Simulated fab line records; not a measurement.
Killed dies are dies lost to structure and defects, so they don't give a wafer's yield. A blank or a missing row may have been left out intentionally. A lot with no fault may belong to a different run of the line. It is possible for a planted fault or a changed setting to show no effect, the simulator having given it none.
fab line records	flow sky130
record lots=14	wafers=42	last-day=50
route steps=708 shown CONTACT@407 METAL1@437 VIA2@520
lots that met no fault: from a run of the same line without faults
start-h: the number of hours between the record's first day and the start of the first shown wafer of the lot	wait-h: hours from the lot's prior step to this one	" same as the row above	L1.1+2: one row covering several wafers at once	- either no value or no given start	* or withheld: withheld	< > ~ a bound
route shown NAME@n: a module of which the file shows steps, and the number in the route of the first	usual: average and standard deviation across the fault-free wafers	same: alike in all rows	chamber/n: place in a boat	sites: per-site readings	_std_site: the values' standard deviation	_edge_site: outer sites' mean less inner sites'	radius-mm: how far each site lies from the wafer's centre	mask NAME#n: copy n	behind: the tool/chamber that last shaped the wafer	hold: the reason the lot was held/the length of the hold in hours/how it ended	device: transistor that didn't switch, given as n, p or np	end of line: tests run on the same wafers once the route is complete	where a step has no rows: the recipe by itself	killed: dies lost to structure and defects at the first sort, not the wafer's yield	map: a wafer's dies, marking killed ones x, the rest . and places with no die _
set.NAME: setting as actually run; set.NAME@STEP: the setting as run at that earlier step	model.NAME: the simulator's own value behind a step, which no gauge read
route steps across a sampled set of lots; one table per step, one row per wafer
services: a tool's chamber out of use, with start hour (start-h, from the record's first day; less than 0 if before it), hours out, and reason
## steps
# step SKY_CONTACT_THK_MEAS_01
# recipe reads=Si3N4_of_CONTACT_CVD_00
# usual CONTACT_CVD_00_THK=74.7/1.1
lot.wafer	tool	chamber	start-h	wait-h	CONTACT_CVD_00_THK[nm]
L193.1	film-metro-03	-	719.75	-	74.5
L193.3	"	-	"	"	72.2
L193.6	"	-	"	"	74.4
L195.2	film-metro-04	-	740.76	-	75.7
L195.3	"	-	"	"	74.1
L195.5	"	-	"	"	76.5
L197.1	film-metro-02	-	744.41	-	73.9
L197.5	"	-	"	"	74.6
L197.6	"	-	"	"	75.9
L198.2	film-metro-02	-	755.62	-	75.7
L198.3	"	-	"	"	74.6
L198.4	"	-	"	"	75.6
L199.1	film-metro-02	-	761.71	-	74.6
L199.2	"	-	"	"	74.2
L199.3	"	-	"	"	74.0
L200.2	film-metro-04	-	768.42	-	73.1
L200.4	"	-	"	"	72.9
L200.6	"	-	"	"	74.2
L202.1	film-metro-03	-	785.58	-	75.0
L202.4	"	-	"	"	74.8
L202.5	"	-	"	"	75.1
L206.2	film-metro-03	-	808.62	-	74.7
L206.4	"	-	"	"	76.9
L206.6	"	-	"	"	75.2
L208.2	film-metro-03	-	824.13	-	74.2
L208.3	"	-	"	"	75.0
L208.6	"	-	"	"	76.4
L212.3	film-metro-02	-	853.60	-	75.1
L212.4	"	-	"	"	75.8
L212.5	"	-	"	"	75.5
L213.1	film-metro-02	-	861.44	-	74.2
L213.2	"	-	"	"	74.0
L213.4	"	-	"	"	76.5
L214.2	film-metro-02	-	873.57	-	72.7
L214.3	"	-	"	"	73.8
L214.6	"	-	"	"	73.7
L215.1	film-metro-03	-	876.24	-	75.4
L215.3	"	-	"	"	74.9
L215.5	"	-	"	"	75.4
L216.2	film-metro-02	-	880.91	-	75.5
L216.3	"	-	"	"	73.6
L216.4	"	-	"	"	76.3
# step SKY_METAL1_SPUTTER_03
# recipe material=Ti	target-thk-nm=5	power-w=3000	time-s=3.3	chamber-pressure-pa=0.4
# usual throttle-valve-pct=29.7/1.2
lot.wafer	tool	chamber	start-h	wait-h	throttle-valve-pct
L193.1	pvd-sputter-03	-	749.61	0.0	29.4
L193.3	"	-	"	"	29.1
L193.6	"	-	"	"	29.7
L195.2	pvd-sputter-03	-	770.41	0.0	29.9
L195.3	"	-	"	"	29.0
L195.5	"	-	"	"	29.0
L197.1	pvd-sputter-03	-	774.02	0.0	29.6
L197.5	"	-	"	"	30.0
L197.6	"	-	"	"	29.5
L198.2	pvd-sputter-01	-	784.76	0.0	29.9
L198.3	"	-	"	"	31.5
L198.4	"	-	"	"	27.7
L199.1	pvd-sputter-03	-	790.85	0.0	28.7
L199.2	"	-	"	"	31.1
L199.3	"	-	"	"	29.8
L200.2	pvd-sputter-02	-	796.80	0.0	29.0
L200.4	"	-	"	"	30.4
L200.6	"	-	"	"	28.7
L202.1	pvd-sputter-03	-	814.36	0.0	31.0
L202.4	"	-	"	"	29.7
L202.5	"	-	"	"	29.5
L206.2	pvd-sputter-01	-	836.11	0.0	27.7
L206.4	"	-	"	"	30.3
L206.6	"	-	"	"	30.0
L208.2	pvd-sputter-01	-	852.93	0.0	28.4
L208.3	"	-	"	"	27.9
L208.6	"	-	"	"	27.8
L212.3	pvd-sputter-01	-	881.01	0.0	31.7
L212.4	"	-	"	"	28.6
L212.5	"	-	"	"	29.8
L213.1	pvd-sputter-03	-	889.38	0.0	29.6
L213.2	"	-	"	"	29.7
L213.4	"	-	"	"	31.3
L214.2	pvd-sputter-03	-	901.11	0.0	31.1
L214.3	"	-	"	"	29.7
L214.6	"	-	"	"	29.5
L215.1	pvd-sputter-02	-	904.09	0.0	31.1
L215.3	"	-	"	"	28.8
L215.5	"	-	"	"	31.6
L216.2	pvd-sputter-03	-	908.22	0.0	29.7
L216.3	"	-	"	"	29.1
L216.4	"	-	"	"	29.5
# step SKY_VIA2_OVL_MEAS_13
# usual VIA2_OVL=-1/5.2
lot.wafer	tool	chamber	start-h	wait-h	VIA2_OVL[nm]
L193.1	overlay-02	-	860.38	0.1	10
L193.3	"	-	"	"	11
L193.6	"	-	"	"	4
L195.2	overlay-01	-	880.98	0.1	-4
L195.3	"	-	"	"	-1
L195.5	"	-	"	"	-2
L197.1	overlay-01	-	883.47	0.1	-2
L197.5	"	-	"	"	-2
L197.6	"	-	"	"	-6
L198.2	overlay-01	-	892.94	0.1	-1
L198.3	"	-	"	"	-7
L198.4	"	-	"	"	-8
L199.1	overlay-02	-	900.13	0.1	-1
L199.2	"	-	"	"	0
L199.3	"	-	"	"	-5
L200.2	overlay-01	-	905.79	0.1	3
L200.4	"	-	"	"	-1
L200.6	"	-	"	"	-4
L202.1	overlay-02	-	922.01	0.1	2
L202.4	"	-	"	"	-6
L202.5	"	-	"	"	7
L206.2	overlay-01	-	942.64	0.1	-8
L206.4	"	-	"	"	-5
L206.6	"	-	"	"	-6
L208.2	overlay-02	-	959.62	0.1	5
L208.3	"	-	"	"	-3
L208.6	"	-	"	"	6
L212.3	overlay-02	-	986.69	0.1	-7
L212.4	"	-	"	"	0
L212.5	"	-	"	"	-1
L213.1	overlay-02	-	992.43	0.1	-6
L213.2	"	-	"	"	-6
L213.4	"	-	"	"	-1
L214.2	overlay-02	-	1004.07	0.1	10
L214.3	"	-	"	"	-8
L214.6	"	-	"	"	-2
L215.1	overlay-01	-	1007.13	0.1	-3
L215.3	"	-	"	"	9
L215.5	"	-	"	"	-6
L216.2	overlay-02	-	1011.57	0.1	-1
L216.3	"	-	"	"	-7
L216.4	"	-	"	"	2
# step SKY_VIA2_ETCH_14
# recipe chemistry=N2/H2	target=BARC	ion-energy-ev=200	source-w=500	bias-w=100	pressure-mtorr=30	n2-flow-sccm=100	h2-flow-sccm=200	stop-on=SiO2	time-s=45.9	target-depth-a=600
# usual drypump-motor-current-A=5.55/0.26	oes-product-au=0.855/0.0046	throttle-valve-pct=13.226/0.0091
lot.wafer	tool	chamber	start-h	wait-h	drypump-motor-current-A	oes-product-au	rf-hours-counter-h	throttle-valve-pct
L193.1	rie-diel-02	2	860.41	0.0	5.45	0.861	0	13.227
L193.3	"	3	"	"	5.74	0.859	15	13.220
L193.6	"	3	"	"	5.75	0.846	-	13.215
L195.2	rie-diel-04	3	881.01	0.0	5.45	0.858	15	13.212
L195.3	"	2	"	"	5.80	0.852	9	13.237
L195.5	"	2	"	"	5.77	0.857	-	13.215
L197.1	rie-diel-04	1	883.51	0.0	5.17	0.854	27	13.233
L197.5	"	1	"	"	5.17	0.851	-	13.218
L197.6	"	0	"	"	5.33	0.863	-	13.244
L198.2	rie-diel-04	1	892.97	0.0	5.17	0.856	28	13.226
L198.3	"	0	"	"	5.33	0.857	20	13.219
L198.4	"	3	"	"	5.41	0.858	15	13.236
L199.1	rie-diel-01	1	900.16	0.0	5.55	0.854	22	13.224
L199.2	"	2	"	"	6.24	0.854	17	13.227
L199.3	"	0	"	"	5.82	0.857	21	13.219
L200.2	rie-diel-04	0	905.82	0.0	5.33	0.855	20	13.237
L200.4	"	1	"	"	5.17	0.796	28	13.214
L200.6	"	1	"	"	5.18	0.858	-	13.228
L202.1	rie-diel-04	2	922.05	0.0	5.77	0.790	11	13.224
L202.4	"	3	"	"	5.44	0.806	17	13.226
L202.5	"	2	"	"	5.78	0.791	-	13.219
L206.2	rie-diel-02	3	942.67	0.0	5.75	0.856	17	13.233
L206.4	"	0	"	"	5.72	0.850	15	13.231
L206.6	"	3	"	"	5.76	0.862	-	13.229
L208.2	rie-diel-01	1	959.65	0.0	5.58	0.867	24	13.217
L208.3	"	3	"	"	5.38	0.850	7	13.242
L208.6	"	1	"	"	5.60	0.854	-	13.222
L212.3	rie-diel-04	1	986.72	0.0	5.15	0.856	2	13.230
L212.4	"	3	"	"	5.41	0.858	18	13.204
L212.5	"	2	"	"	5.84	0.853	-	13.221
L213.1	rie-diel-01	0	992.47	0.0	5.84	0.853	24	13.230
L213.2	"	2	"	"	6.25	0.845	20	13.225
L213.4	"	1	"	"	5.58	0.858	25	13.233
L214.2	rie-diel-02	0	1004.10	0.0	5.75	0.849	17	13.223
L214.3	"	2	"	"	5.40	0.854	4	13.213
L214.6	"	2	"	"	5.40	0.860	-	13.221
L215.1	rie-diel-04	2	1007.17	0.0	5.78	0.858	13	13.216
L215.3	"	1	"	"	5.17	0.861	3	13.229
L215.5	"	3	"	"	5.44	0.860	-	13.211
L216.2	rie-diel-04	0	1011.60	0.0	5.31	0.859	24	13.224
L216.3	"	3	"	"	5.46	0.855	19	13.244
L216.4	"	2	"	"	5.81	0.856	13	13.233
# step SKY_VIA2_ETCH_15
# recipe target=SiO2	chemistry=C4F8/O2/Ar	target-depth-nm=546	stop-on=TiN	mask-material=KrF-thick	source-w=1500	bias-w=1200	pressure-mtorr=40	c4f8-flow-sccm=withheld	O2_flow_sccm=6	Ar_flow_sccm=300	time-s=84
# usual oes-product-au=0.941/0.0046
lot.wafer	tool	chamber	start-h	wait-h	oes-product-au	rf-hours-counter-h
L193.1	rie-diel-02	2	860.45	0.0	0.932	1
L193.3	"	3	"	"	0.937	15
L193.6	"	3	"	"	0.941	-
L195.2	rie-diel-04	3	881.05	0.0	0.948	15
L195.3	"	2	"	"	0.936	9
L195.5	"	2	"	"	0.943	-
L197.1	rie-diel-04	1	883.55	0.0	0.937	27
L197.5	"	1	"	"	0.941	-
L197.6	"	0	"	"	0.937	-
L198.2	rie-diel-04	1	893.01	0.0	0.944	28
L198.3	"	0	"	"	0.937	20
L198.4	"	3	"	"	0.944	15
L199.1	rie-diel-01	1	900.20	0.0	0.939	22
L199.2	"	2	"	"	0.947	17
L199.3	"	0	"	"	0.946	21
L200.2	rie-diel-04	0	905.86	0.0	0.944	20
L200.4	"	1	"	"	0.717	28
L200.6	"	1	"	"	0.937	-
L202.1	rie-diel-04	2	922.09	0.0	0.623	11
L202.4	"	3	"	"	0.766	17
L202.5	"	2	"	"	0.613	-
L206.2	rie-diel-02	3	942.71	0.0	0.935	17
L206.4	"	0	"	"	0.939	15
L206.6	"	3	"	"	0.939	-
L208.2	rie-diel-01	1	959.69	0.0	0.949	24
L208.3	"	3	"	"	0.946	7
L208.6	"	1	"	"	0.949	-
L212.3	rie-diel-04	1	986.76	0.0	0.942	2
L212.4	"	3	"	"	0.942	18
L212.5	"	2	"	"	0.936	-
L213.1	rie-diel-01	0	992.51	0.0	0.933	24
L213.2	"	2	"	"	0.941	20
L213.4	"	1	"	"	0.937	25
L214.2	rie-diel-02	0	1004.14	0.0	0.945	17
L214.3	"	2	"	"	0.939	4
L214.6	"	2	"	"	0.934	-
L215.1	rie-diel-04	2	1007.21	0.0	0.944	13
L215.3	"	1	"	"	0.942	3
L215.5	"	3	"	"	0.940	-
L216.2	rie-diel-04	0	1011.64	0.0	0.947	24
L216.3	"	3	"	"	0.931	19
L216.4	"	2	"	"	0.943	13
# step SKY_VIA2_STRIP_16
# recipe chemistry=O2/N2	power-w=1400	pressure-mtorr=1500	platen-temp-c=withheld	o2-flow-sccm=3000	n2-flow-sccm=300	overash-fraction=0.5
# usual drypump-motor-current-A=5.9/0.38	oes-product-au=0.399/0.0047	strip-time-to-endpoint-s=4.06/0.031
lot.wafer	tool	chamber	start-h	wait-h	drypump-motor-current-A	oes-product-au	rf-hours-counter-h	strip-time-to-endpoint-s
L193.1	plasma-asher-03	1	860.52	0.0	6.5	0.400	105	4.06
L193.3	"	0	"	"	6.3	0.397	-	4.09
L193.6	"	1	"	"	6.5	0.397	-	4.07
L195.2	plasma-asher-02	1	881.12	0.0	6.0	0.400	47	4.03
L195.3	"	0	"	"	5.7	0.397	-	4.13
L195.5	"	1	"	"	6.1	0.401	-	4.14
L197.1	plasma-asher-02	1	883.61	0.0	6.1	0.399	47	4.07
L197.5	"	1	"	"	6.1	0.400	-	4.07
L197.6	"	0	"	"	5.7	0.404	-	4.09
L198.2	plasma-asher-01	1	893.07	0.0	5.7	0.392	77	4.05
L198.3	"	1	"	"	5.6	0.403	-	4.08
L198.4	"	0	"	"	5.2	0.403	-	4.00
L199.1	plasma-asher-02	0	900.27	0.0	5.7	0.404	49	4.03
L199.2	"	1	"	"	6.1	0.398	49	4.04
L199.3	"	1	"	"	6.1	0.402	-	4.02
L200.2	plasma-asher-02	0	905.92	0.0	5.7	0.409	50	4.09
L200.4	"	1	"	"	6.1	0.402	-	4.22
L200.6	"	0	"	"	5.7	0.403	-	4.09
L202.1	plasma-asher-02	1	922.15	0.0	6.1	0.412	53	4.26
L202.4	"	1	"	"	6.1	0.402	-	4.20
L202.5	"	1	"	"	6.1	0.408	-	4.29
L206.2	plasma-asher-03	1	942.77	0.0	6.5	0.396	111	4.08
L206.4	"	0	"	"	6.3	0.405	-	4.06
L206.6	"	0	"	"	6.3	0.400	-	4.09
L208.2	plasma-asher-01	0	959.75	0.0	5.2	0.399	86	4.08
L208.3	"	0	"	"	5.2	0.400	-	4.11
L208.6	"	0	"	"	5.2	0.399	-	4.07
L212.3	plasma-asher-01	0	986.86	0.1	5.2	0.403	-	4.07
L212.4	"	1	"	"	5.7	0.393	-	4.03
L212.5	"	1	"	"	5.7	0.400	-	4.12
L213.1	plasma-asher-01	0	992.57	0.0	5.2	0.402	90	4.00
L213.2	"	1	"	"	5.7	0.402	90	4.05
L213.4	"	0	"	"	5.2	0.402	-	4.07
L214.2	plasma-asher-02	0	1004.21	0.0	5.7	0.394	62	4.02
L214.3	"	0	"	"	5.7	0.398	-	4.03
L214.6	"	1	"	"	6.1	0.393	-	4.05
L215.1	plasma-asher-02	0	1007.27	0.0	5.7	0.395	62	4.10
L215.3	"	1	"	"	6.1	0.395	-	4.03
L215.5	"	1	"	"	6.1	0.395	-	4.06
L216.2	plasma-asher-02	1	1011.70	0.0	6.1	0.399	63	4.11
L216.3	"	0	"	"	5.7	0.396	-	4.04
L216.4	"	1	"	"	6.1	0.406	-	4.13
## services
tool	chamber	start-h	hours	kind
plasma-asher-01	-	755.24	1.5	repair
rie-diel-04	2	756.16	1.8	repair
rie-diel-04	-	757.58	0.4	repair
rie-diel-02	3	761.87	1.3	repair
plasma-asher-03	-	766.98	2.8	pm
rie-diel-04	-	770.70	2.8	pm
rie-diel-04	3	784.85	5.1	repair
rie-diel-02	2	794.00	6.2	repair
rie-diel-01	-	814.62	4.3	pm
plasma-asher-01	-	818.45	2.8	pm
pvd-sputter-03	-	835.46	3.0	repair
rie-diel-02	3	855.26	2.9	repair
pvd-sputter-03	-	855.34	1.8	repair
rie-diel-01	2	862.75	21.8	repair
plasma-asher-01	-	863.89	4.3	repair
rie-diel-01	3	881.58	6.9	repair
pvd-sputter-01	-	890.16	9.0	repair
plasma-asher-01	-	893.67	1.4	repair
rie-diel-04	-	928.19	14.6	pm
rie-diel-01	-	932.83	2.8	pm
rie-diel-02	2	949.96	18.0	repair
rie-diel-04	2	964.68	4.3	repair
plasma-asher-01	-	984.94	1.7	repair
rie-diel-02	1	1003.99	8.1	repair
## key
first-sign step=SKY_VIA2_ETCH_14	reading=oes-product-au	direction=down	sigmas=13	usual=0.855	struck=0.796
effect step=SKY_VIA2_ETCH_15	reading=oes-product-au	direction=down	sigmas=57	usual=0.941	struck=0.680
effect step=SKY_VIA2_STRIP_16	reading=strip-time-to-endpoint-s	direction=up	sigmas=5.6	usual=*	struck=*
met-at SKY_VIA2_ETCH_14
struck-lots L200,L202
struck-wafers L200.4,L202.1,L202.4,L202.5
sort-left-out L200.4,L202.1,L202.4,L202.5
not-acting-at SKY_CONTACT_THK_MEAS_01,SKY_METAL1_SPUTTER_03,SKY_VIA2_OVL_MEAS_13
onset-between 892.97 905.82
fault kind=process-parameter-drift	tool=rie-diel-04	chamber=-	onset-h=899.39	steps=SKY_VIA2_ETCH_14	channel=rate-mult	offset=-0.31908	shape=step	end-h=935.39	scope=struck-wafers-only
# sort-left-out: the simulated sort isn't trusted on such a fault, so these wafers' sort isn't shown, and their yield isn't known
